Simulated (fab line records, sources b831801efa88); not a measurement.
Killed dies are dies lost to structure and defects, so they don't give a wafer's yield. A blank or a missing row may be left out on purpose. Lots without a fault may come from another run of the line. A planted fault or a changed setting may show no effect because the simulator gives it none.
Which tool did it? | flow sky130 | 13 lots, 39 wafers sampled, at 5 steps of a route of 708

WHAT THE GAUGES READ, wafer by wafer
SKY_VT_ADJUST_PCH_OVL_MEAS_07. Usual: VT_ADJUST_PCH_OVL -0.7 nm, standard deviation 1.5.
lot  | measured     | on         | VT_ADJUST_PCH_OVL (nm) | flag
L777 | day 11 14:26 | overlay-02 | 0.7 0.3 1.1            |
L778 | day 11 17:01 | overlay-01 | -2.2 -0.2 -0.7         |
L781 | day 12 08:16 | overlay-01 | -1.9 -2.0 -0.5         |
L780 | day 12 09:38 | overlay-01 | -1.9 0.8 -1.9          |
L785 | day 13 18:47 | overlay-02 | 0.7 0.8 -2.0           |
L787 | day 14 16:54 | overlay-01 | 2.3 2.6 0.6            |
L786 | day 14 17:20 | overlay-02 | -1.4 -0.2 -0.9         |
L788 | day 15 04:15 | overlay-02 | 1.9 0.1 0.4            |
L793 | day 15 22:42 | overlay-01 | -1.4 -1.3 -1.4         |
L794 | day 16 10:17 | overlay-01 | -1.9 -1.5 -1.7         |
L797 | day 17 03:53 | overlay-01 | -3.0 -0.6 1.0          |
L798 | day 17 05:11 | overlay-01 | -2.8 -0.8 -1.5         |
L799 | day 18 00:38 | overlay-02 | 0.3 -0.4 -1.6          |

SKY_SONOS_TUNNEL_CD_MEAS_07: target cd 410 nm. Usual: cd_nm 409.8 nm, standard deviation 2.2.
lot  | measured     | on        | cd_nm (nm)        | flag
L777 | day 12 15:19 | cd_sem-02 | 410.1 412.0 409.3 |
L778 | day 12 17:08 | cd_sem-02 | 407.8 408.8 408.9 |
L781 | day 13 09:04 | cd_sem-01 | 408.4 408.6 404.7 |
L780 | day 13 10:45 | cd_sem-01 | 405.1 407.5 406.2 |
L785 | day 14 21:16 | cd_sem-02 | 409.3 410.5 411.2 |
L787 | day 15 20:28 | cd_sem-02 | 406.5 407.2 406.3 |
L786 | day 15 21:06 | cd_sem-02 | 409.2 409.0 408.4 |
L788 | day 16 08:00 | cd_sem-02 | 409.6 406.7 409.1 |
L793 | day 17 01:58 | cd_sem-01 | 413.6 414.3 416.5 |
L794 | day 17 14:50 | cd_sem-02 | 411.7 410.9 413.3 |
L797 | day 18 08:38 | cd_sem-02 | 412.4 412.3 413.3 |
L798 | day 18 10:39 | cd_sem-02 | 410.7 409.9 408.9 |
L799 | day 19 06:13 | cd_sem-01 | 409.6 409.2 412.3 |

SKY_GATE_OXIDE_OVL_MEAS_10. Usual: GATE_OXIDE_OVL -1.6 nm, standard deviation 1.6.
lot  | measured     | on         | GATE_OXIDE_OVL (nm)                 | flag
L777 | day 15 03:17 | overlay-01 | -1.7 -0.9 -2.3                      |
L778 | day 15 06:05 | overlay-01 | -0.2 -2.2 -0.5                      |
L781 | day 15 20:47 | overlay-02 | -1.6 -1.0 -1.6                      |
L780 | day 16 00:02 | overlay-01 | -2.2 -1.5 -4.5                      |
L785 | day 17 13:22 | overlay-01 | -2.7 -3.5 -2.8                      |
L787 | day 18 18:18 | overlay-01 | -0.3 -0.3 0.2                       |
L786 | day 18 17:59 | overlay-02 | -3.2 -1.8 -3.5                      |
L788 | day 19 04:36 | overlay-01 | -2.9 -3.7 -4.4                      |
L793 | day 19 22:14 | overlay-02 | 215.1 215.4 215.9 216.5 217.2 217.6 | OFF
L794 | day 20 12:14 | overlay-01 | 216.4 214.8 215.8 218.4 216.2 218.1 | OFF
L797 | day 21 09:17 | overlay-02 | -1.2 -4.2 -1.5                      |
L798 | day 21 08:59 | overlay-01 | -4.9 -5.9 -5.6                      |
L799 | day 22 05:05 | overlay-01 | -2.1 -1.9 -3.2                      |

WHICH TOOL RAN EACH LOT (tool, then ch and the chambers of the sampled wafers, then the start)
lot  | SKY_SONOS_ONO_ETCH_15              | SKY_GATE_OXIDE_EXPOSE_07
L777 | rie_diel-03 ch 0,2,3, day 13 21:19 | iline_stepper-02 ch 0, day 14 13:26
L778 | rie_diel-03 ch 1,3, day 14 01:20   | iline_stepper-01 ch 0, day 14 15:52
L781 | rie_diel-03 ch 2,3, day 14 16:04   | iline_stepper-02 ch 0, day 15 07:24
L780 | rie_diel-04 ch 0,2,3, day 14 18:17 | iline_stepper-02 ch 0, day 15 10:24
L785 | rie_diel-01 ch 1,3, day 16 07:13   | iline_stepper-01 ch 0, day 16 22:45
L787 | rie_diel-03 ch 0,1,3, day 17 09:49 | iline_stepper-01 ch 0, day 18 02:40
L786 | rie_diel-01 ch 1,3, day 17 09:31   | iline_stepper-02 ch 0, day 18 02:25
L788 | rie_diel-03 ch 1,2, day 17 19:11   | iline_stepper-02 ch 0, day 18 14:00
L793 | rie_diel-01 ch 0,1,3, day 18 13:52 | iline_stepper-02 ch 0, day 19 07:01
L794 | rie_diel-01 ch 1,2,3, day 19 02:10 | iline_stepper-02 ch 0, day 19 20:59
L797 | rie_diel-04 ch 0,1,2, day 19 22:49 | iline_stepper-01 ch 0, day 20 18:04
L798 | rie_diel-01 ch 0,1,2, day 20 00:37 | iline_stepper-01 ch 0, day 20 17:48
L799 | rie_diel-04 ch 1,3, day 20 18:02   | iline_stepper-01 ch 0, day 21 14:16
- SKY_SONOS_ONO_ETCH_15: etches the open film in CHF3/O2, target depth 19.52 nm, time 7.8 s.
- SKY_GATE_OXIDE_EXPOSE_07: exposes mask LVOM, target cd 600 nm.

WHAT THE TOOLS THEMSELVES READ (means of the sampled wafers that have a number; where no wafer has one, the mark that the record gives instead)
SKY_SONOS_ONO_ETCH_15. Usual: drypump_motor_current_A 5.7 A, standard deviation 0.57; oes_product_au 0.998 a.u., standard deviation 0.0086; throttle_valve_pct 8.826 %, standard deviation 0.01.
lot  | tool        | drypump_motor_current_A (A) | oes_product_au (a.u.) | throttle_valve_pct (%) | flag
L777 | rie_diel-03 | 6.0                         | 1.009                 | 8.821                  |
L778 | rie_diel-03 | 5.6                         | 1.002                 | 8.826                  |
L781 | rie_diel-03 | 5.5                         | 1.006                 | 8.834                  |
L780 | rie_diel-04 | 5.6                         | 0.987                 | 8.825                  |
L785 | rie_diel-01 | 5.1                         | 1.008                 | 8.826                  |
L787 | rie_diel-03 | 6.0                         | 1.008                 | 8.819                  |
L786 | rie_diel-01 | 5.1                         | 0.997                 | 8.827                  |
L788 | rie_diel-03 | 5.6                         | 0.992                 | 8.821                  |
L793 | rie_diel-01 | 5.2                         | 1.000                 | 8.829                  |
L794 | rie_diel-01 | 5.6                         | 0.992                 | 8.826                  |
L797 | rie_diel-04 | 5.6                         | 0.992                 | 8.825                  |
L798 | rie_diel-01 | 5.7                         | 0.992                 | 8.834                  |
L799 | rie_diel-04 | 6.1                         | 1.004                 | 8.825                  |

THE ANSWER, worked out from the rows above alone
Rule: a lot is off if the mean of its wafers that have a number lies more than 3 standard deviations from the usual mean. A lot without any number at a reading at which 4 lots or more have one is off too. The other lots that the step has rows for count as sound. The gauges are gone through in route order, then the tools' own readings, and for those a lot's mean is taken as printed above. The first step at which some lot is off is used, and at that step the reading that is off furthest; a lot without a number counts as furthest.
Off: L793, L794, at SKY_GATE_OXIDE_OVL_MEAS_10 (GATE_OXIDE_OVL).
A tool fits if, at a process step before that reading, it ran every lot that is off, and no sound lot after the first of them. The gauges at SKY_GATE_OXIDE_OVL_MEAS_10 are tried like those tools. One fits: iline_stepper-02 at SKY_GATE_OXIDE_EXPOSE_07. Its last sound lot is L788 (day 18 14:00), its first lot that is off L793 (day 19 07:01): a fault that began between those two fits.

WHAT THE SIMULATOR HAD PUT IN
Scanner matching overlay: iline_stepper-02, from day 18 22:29 on, at SKY_GATE_OXIDE_EXPOSE_07. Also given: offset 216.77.
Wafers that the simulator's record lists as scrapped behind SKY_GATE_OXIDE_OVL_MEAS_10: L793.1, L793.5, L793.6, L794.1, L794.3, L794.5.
Lots struck among those shown: L793, L794. The rule above found the same.
